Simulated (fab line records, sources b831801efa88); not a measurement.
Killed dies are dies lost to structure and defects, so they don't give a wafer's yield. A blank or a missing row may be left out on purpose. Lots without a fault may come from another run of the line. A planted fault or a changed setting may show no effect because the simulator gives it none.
Chamber matching | flow gf180mcu | GF_V4_CVD_02 on pecvd-01: 3 sister chambers
The step deposits SiO2 from TEOS, target thk 850 nm, time 94.851 s. 6 wafers are shown with their chamber, then 12 later ones without.

WAFERS WITH THEIR CHAMBER
wafer  | chamber | heater_power_w (W)
L081.6 | 0       | 532
L082.1 | 0       | 489
L082.5 | 1       | 507
L083.2 | 2       | 602
L083.4 | 1       | 510
L083.5 | 2       | 626

WAFERS WITHOUT THEIR CHAMBER
wafer  | heater_power_w (W)
L085.1 | 450
L085.3 | 557
L085.6 | 609
L090.2 | 642
L090.3 | 526
L090.4 | 557
L093.1 | 654
L093.2 | 524
L093.5 | 497
L096.3 | 529
L096.4 | 435
L096.5 | 565

WHICH CHAMBER EACH WENT THROUGH
wafer  | from the rows above          | in truth
L085.1 | can't be placed: 1 or 0      | 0
L085.3 | can't be placed: 0 or 1 or 2 | 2
L085.6 | 2                            | 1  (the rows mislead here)
L090.2 | 2                            | 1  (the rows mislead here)
L090.3 | can't be placed: 0 or 1      | 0
L090.4 | can't be placed: 0 or 1 or 2 | 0
L093.1 | 2                            | 2
L093.2 | can't be placed: 0 or 1      | 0
L093.5 | can't be placed: 1 or 0      | 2
L096.3 | can't be placed: 0 or 1      | 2
L096.4 | can't be placed: 1 or 0      | 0
L096.5 | can't be placed: 2 or 0 or 1 | 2
Placed correctly: 1 of 12. Can't be placed from these rows: 9 (the true chamber is among the candidates in 7). Placed wrongly: 2.
How it was worked out, from the rows above alone: a wafer's distance from a chamber is the root of the sum, over the readings, of the square of ((its reading less the chamber's mean) divided by the reading's scatter). The wafer belongs to the nearest chamber; if the next one is less than 2 further off, it can't be placed. A chamber's mean is the mean of its shown wafers. The scatter: the root of (the sum of the squares of (reading less its chamber's mean) over the shown wafers, divided by (wafers less chambers)).
